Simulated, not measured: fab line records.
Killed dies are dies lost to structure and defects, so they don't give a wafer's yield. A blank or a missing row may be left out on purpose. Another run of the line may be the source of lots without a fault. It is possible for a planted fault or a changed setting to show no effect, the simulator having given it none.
Check of tool commonality || flow sky130 || Lots sampled 14, wafers sampled 54

## REASON IT WAS OPENED
SKY_VT_ADJUST_NCORE_OVL_MEAS_08, reading VT_ADJUST_NCORE_OVL: flagged on 4 of 14 lots. Wafers without a fault read -0.4 nm, standard deviation 1.3.
Rule: a lot gets a flag if all its wafers with a number sit over 4 standard deviations from that mean, or if no wafer of it has a number. The other lots count as sound.

{"lot": "L746", "measured": "day 8 13:10", "on": "overlay-02", "VT_ADJUST_NCORE_OVL (nm), wafer by wafer": "-0.2 -1.2 0.3", "flag": ""}
{"lot": "L747", "measured": "day 8 22:50", "on": "overlay-01", "VT_ADJUST_NCORE_OVL (nm), wafer by wafer": "1.0 1.1 -0.3", "flag": ""}
{"lot": "L748", "measured": "day 9 04:58", "on": "overlay-02", "VT_ADJUST_NCORE_OVL (nm), wafer by wafer": "-1.4 -2.5 -2.3", "flag": ""}
{"lot": "L749", "measured": "day 9 14:29", "on": "overlay-02", "VT_ADJUST_NCORE_OVL (nm), wafer by wafer": "-0.1 -0.7 0.3", "flag": ""}
{"lot": "L750", "measured": "day 9 18:52", "on": "overlay-01", "VT_ADJUST_NCORE_OVL (nm), wafer by wafer": "-1.1 1.3 0.4", "flag": ""}
{"lot": "L751", "measured": "day 9 22:17", "on": "overlay-02", "VT_ADJUST_NCORE_OVL (nm), wafer by wafer": "-0.5 -0.2 0.4", "flag": ""}
{"lot": "L752", "measured": "day 10 09:31", "on": "overlay-02", "VT_ADJUST_NCORE_OVL (nm), wafer by wafer": "-0.9 -2.5 -2.4", "flag": ""}
{"lot": "L753", "measured": "day 10 11:56", "on": "overlay-02", "VT_ADJUST_NCORE_OVL (nm), wafer by wafer": "-1.0 -2.3 0.2", "flag": ""}
{"lot": "L757", "measured": "day 11 17:14", "on": "overlay-02", "VT_ADJUST_NCORE_OVL (nm), wafer by wafer": "129.6 130.1 132.1 130.2 130.4 133.2", "flag": "FLAGGED"}
{"lot": "L758", "measured": "day 11 21:16", "on": "overlay-02", "VT_ADJUST_NCORE_OVL (nm), wafer by wafer": "130.2 131.4 131.9 131.1 132.4 132.8", "flag": "FLAGGED"}
{"lot": "L761", "measured": "day 12 22:10", "on": "overlay-01", "VT_ADJUST_NCORE_OVL (nm), wafer by wafer": "132.5 132.2 130.7 133.3 132.4 132.2", "flag": "FLAGGED"}
{"lot": "L763", "measured": "day 13 14:55", "on": "overlay-01", "VT_ADJUST_NCORE_OVL (nm), wafer by wafer": "129.8 129.2 129.0 130.8 130.2 129.7", "flag": "FLAGGED"}
{"lot": "L765", "measured": "day 14 09:22", "on": "overlay-01", "VT_ADJUST_NCORE_OVL (nm), wafer by wafer": "1.4 0.7 0.7", "flag": ""}
{"lot": "L769", "measured": "day 15 04:34", "on": "overlay-02", "VT_ADJUST_NCORE_OVL (nm), wafer by wafer": "0.0 1.4 2.2", "flag": ""}
The numbers of the flagged lots are 131.1 nm on average: +131.5 nm against the usual, or +99 or more standard deviations.

## TOOL THAT RAN EACH LOT
The record keeps 1 process step preceding the reading, out of 708 steps on the route. Read each cell as the tool, then ch plus the chambers that the sampled wafers visited, then the start.
{"lot": "L746", "flag": "", "SKY_VT_ADJUST_NCORE_EXPOSE_04": "ilineStepper-01 ch 0, day 8 02:58"}
{"lot": "L747", "flag": "", "SKY_VT_ADJUST_NCORE_EXPOSE_04": "ilineStepper-01 ch 0, day 8 12:20"}
{"lot": "L748", "flag": "", "SKY_VT_ADJUST_NCORE_EXPOSE_04": "ilineStepper-02 ch 0, day 8 19:10"}
{"lot": "L749", "flag": "", "SKY_VT_ADJUST_NCORE_EXPOSE_04": "ilineStepper-01 ch 0, day 9 04:13"}
{"lot": "L750", "flag": "", "SKY_VT_ADJUST_NCORE_EXPOSE_04": "ilineStepper-02 ch 0, day 9 07:48"}
{"lot": "L751", "flag": "", "SKY_VT_ADJUST_NCORE_EXPOSE_04": "ilineStepper-01 ch 0, day 9 11:43"}
{"lot": "L752", "flag": "", "SKY_VT_ADJUST_NCORE_EXPOSE_04": "ilineStepper-02 ch 0, day 9 22:08"}
{"lot": "L753", "flag": "", "SKY_VT_ADJUST_NCORE_EXPOSE_04": "ilineStepper-02 ch 0, day 10 00:54"}
{"lot": "L757", "flag": "FLAGGED", "SKY_VT_ADJUST_NCORE_EXPOSE_04": "ilineStepper-01 ch 0, day 11 04:49"}
{"lot": "L758", "flag": "FLAGGED", "SKY_VT_ADJUST_NCORE_EXPOSE_04": "ilineStepper-01 ch 0, day 11 09:47"}
{"lot": "L761", "flag": "FLAGGED", "SKY_VT_ADJUST_NCORE_EXPOSE_04": "ilineStepper-01 ch 0, day 12 10:41"}
{"lot": "L763", "flag": "FLAGGED", "SKY_VT_ADJUST_NCORE_EXPOSE_04": "ilineStepper-01 ch 0, day 13 01:44"}
{"lot": "L765", "flag": "", "SKY_VT_ADJUST_NCORE_EXPOSE_04": "ilineStepper-02 ch 0, day 13 21:07"}
{"lot": "L769", "flag": "", "SKY_VT_ADJUST_NCORE_EXPOSE_04": "ilineStepper-02 ch 0, day 14 16:11"}
What is done by these steps:
- SKY_VT_ADJUST_NCORE_EXPOSE_04: exposes mask LVTN COMPLEMENT THIN, target cd 380 nm.
- SKY_VT_ADJUST_NCORE_OVL_MEAS_08

## FLAGGED AGAINST TOTAL, ONE TOOL AT A TIME (gauges that did the reading follow at the end)
{"step": "SKY_VT_ADJUST_NCORE_EXPOSE_04", "tool": "ilineStepper-01", "lots run": 8, "flagged": 4, "share of the flagged lots": "all", "sound lots run after its first flagged lot": 0}
{"step": "SKY_VT_ADJUST_NCORE_EXPOSE_04", "tool": "ilineStepper-02", "lots run": 6, "flagged": 0, "share of the flagged lots": "none", "sound lots run after its first flagged lot": "-"}
{"step": "SKY_VT_ADJUST_NCORE_OVL_MEAS_08", "tool": "overlay-01", "lots run": 5, "flagged": 2, "share of the flagged lots": "some", "sound lots run after its first flagged lot": "1 (L765)"}
{"step": "SKY_VT_ADJUST_NCORE_OVL_MEAS_08", "tool": "overlay-02", "lots run": 9, "flagged": 2, "share of the flagged lots": "some", "sound lots run after its first flagged lot": "1 (L769)"}

## WHAT THE TABLE PERMITS
In the table, 1 row covers all flagged lots: ilineStepper-01 at SKY_VT_ADJUST_NCORE_EXPOSE_04.
- ilineStepper-01 at SKY_VT_ADJUST_NCORE_EXPOSE_04 ran 8 lots, 4 of them flagged. A fault beginning between L751 (day 9 11:43), its last sound lot, and L757 (day 11 04:49), its first flagged one, fits the data.
Just one tool remains: ilineStepper-01 at SKY_VT_ADJUST_NCORE_EXPOSE_04.

## WHAT THE SIMULATOR HAD PUT IN
Scanner matching overlay: ilineStepper-01, from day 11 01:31 on, at SKY_VT_ADJUST_NCORE_EXPOSE_04. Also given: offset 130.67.
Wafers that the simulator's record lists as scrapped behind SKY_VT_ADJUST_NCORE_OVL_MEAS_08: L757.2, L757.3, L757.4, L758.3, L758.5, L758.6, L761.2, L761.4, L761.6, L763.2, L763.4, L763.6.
Shown lots that were struck: L757, L758, L761, L763. The rule above found the same.
